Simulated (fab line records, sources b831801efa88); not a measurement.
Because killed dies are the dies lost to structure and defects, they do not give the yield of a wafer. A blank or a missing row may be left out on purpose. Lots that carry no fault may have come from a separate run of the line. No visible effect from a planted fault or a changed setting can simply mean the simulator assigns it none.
What tool caused it? || flow sky130 || 36 wafers from 12 lots sampled at 2 of the route's 708 steps

## WHAT EACH GAUGE READ, for each wafer
SKY_VIA3_BOW_MEAS_03. Usual: for VIA3_BOW the level is 79 um and the standard deviation is 8.5.
{"lot": "L230", "measured": "day 38 08:49", "on": "filmMetro-02", "VIA3_BOW (um)": "80 85 84", "flag": ""}
{"lot": "L231", "measured": "day 38 14:34", "on": "filmMetro-01", "VIA3_BOW (um)": "86 91 93", "flag": ""}
{"lot": "L232", "measured": "day 39 00:14", "on": "filmMetro-01", "VIA3_BOW (um)": "67 71 96", "flag": ""}
{"lot": "L233", "measured": "day 39 07:49", "on": "filmMetro-01", "VIA3_BOW (um)": "69 75 80", "flag": ""}
{"lot": "L234", "measured": "day 39 18:16", "on": "filmMetro-01", "VIA3_BOW (um)": "72 99 92", "flag": ""}
{"lot": "L240", "measured": "day 42 03:52", "on": "filmMetro-01", "VIA3_BOW (um)": "84 87 90", "flag": ""}
{"lot": "L243", "measured": "day 42 13:17", "on": "filmMetro-01", "VIA3_BOW (um)": "80 77 83", "flag": ""}
{"lot": "L245", "measured": "day 43 02:15", "on": "filmMetro-02", "VIA3_BOW (um)": "77 72 81", "flag": ""}
{"lot": "L248", "measured": "day 44 03:50", "on": "filmMetro-02", "VIA3_BOW (um)": "79 78 69", "flag": ""}
{"lot": "L250", "measured": "day 44 05:12", "on": "filmMetro-01", "VIA3_BOW (um)": "92 95 96", "flag": ""}
{"lot": "L251", "measured": "day 44 12:50", "on": "filmMetro-01", "VIA3_BOW (um)": "71 72 71", "flag": ""}
{"lot": "L252", "measured": "day 44 20:30", "on": "filmMetro-03", "VIA3_BOW (um)": "71 79 80", "flag": ""}

SKY_VIA3_CD_MEAS_12: target cd 200 nm. Usual: cdNm reads 200.2 nm (standard deviation 1.6).
{"lot": "L230", "measured": "day 39 09:58", "on": "cdSem-01", "cdNm (nm)": "202.1 202.7 202.5", "flag": ""}
{"lot": "L231", "measured": "day 39 15:52", "on": "cdSem-01", "cdNm (nm)": "200.8 201.0 201.1", "flag": ""}
{"lot": "L232", "measured": "day 40 00:27", "on": "cdSem-01", "cdNm (nm)": "198.6 197.2 197.5", "flag": ""}
{"lot": "L233", "measured": "day 40 07:53", "on": "cdSem-01", "cdNm (nm)": "200.7 201.0 201.3", "flag": ""}
{"lot": "L234", "measured": "day 40 18:04", "on": "cdSem-01", "cdNm (nm)": "200.3 200.2 201.5", "flag": ""}
{"lot": "L240", "measured": "day 43 02:53", "on": "cdSem-02", "cdNm (nm)": "199.4 200.0 198.9", "flag": ""}
{"lot": "L243", "measured": "day 43 12:15", "on": "cdSem-02", "cdNm (nm)": "200.4 200.2 200.9", "flag": ""}
{"lot": "L245", "measured": "day 44 01:16", "on": "cdSem-01", "cdNm (nm)": "201.5 200.0 202.3", "flag": ""}
{"lot": "L248", "measured": "day 45 01:29", "on": "cdSem-01", "cdNm (nm)": "203.4 202.1 202.4", "flag": ""}
{"lot": "L250", "measured": "day 45 03:33", "on": "cdSem-01", "cdNm (nm)": "197.8 198.1 197.2", "flag": ""}
{"lot": "L251", "measured": "day 45 10:32", "on": "cdSem-02", "cdNm (nm)": "202.6 201.8 202.2", "flag": ""}
{"lot": "L252", "measured": "day 45 17:55", "on": "cdSem-02", "cdNm (nm)": "199.0 198.4 200.4", "flag": ""}

## WHAT TOOL EACH LOT RAN ON (gives the tool, then ch and the chambers of the sampled wafers, and finally the start)
There is no process step in the record ahead of these readings.

## AS READ BY THE TOOLS THEMSELVES (means over the sampled wafers that have a number; for cases with no such wafer, the mark the record gives instead)
The record holds no such reading with a usual standard deviation.

## THE ANSWER, worked out from the rows above alone
Rule: a lot is off if the mean of its wafers that have a number lies more than 3 standard deviations from the usual mean. A lot without any number at a reading at which 4 lots or more have one is off too. All remaining lots with rows at the step are treated as sound. The gauges are gone through in route order, then the tools' own readings, and for those a lot's mean is taken as printed above. At the first step where some lot is off, the reading lying furthest off is the one used; lots without a number count as furthest.
No lot is off on any of the readings shown, so nothing can be concluded from this.

## WHAT HAD BEEN PUT IN BY THE SIMULATOR
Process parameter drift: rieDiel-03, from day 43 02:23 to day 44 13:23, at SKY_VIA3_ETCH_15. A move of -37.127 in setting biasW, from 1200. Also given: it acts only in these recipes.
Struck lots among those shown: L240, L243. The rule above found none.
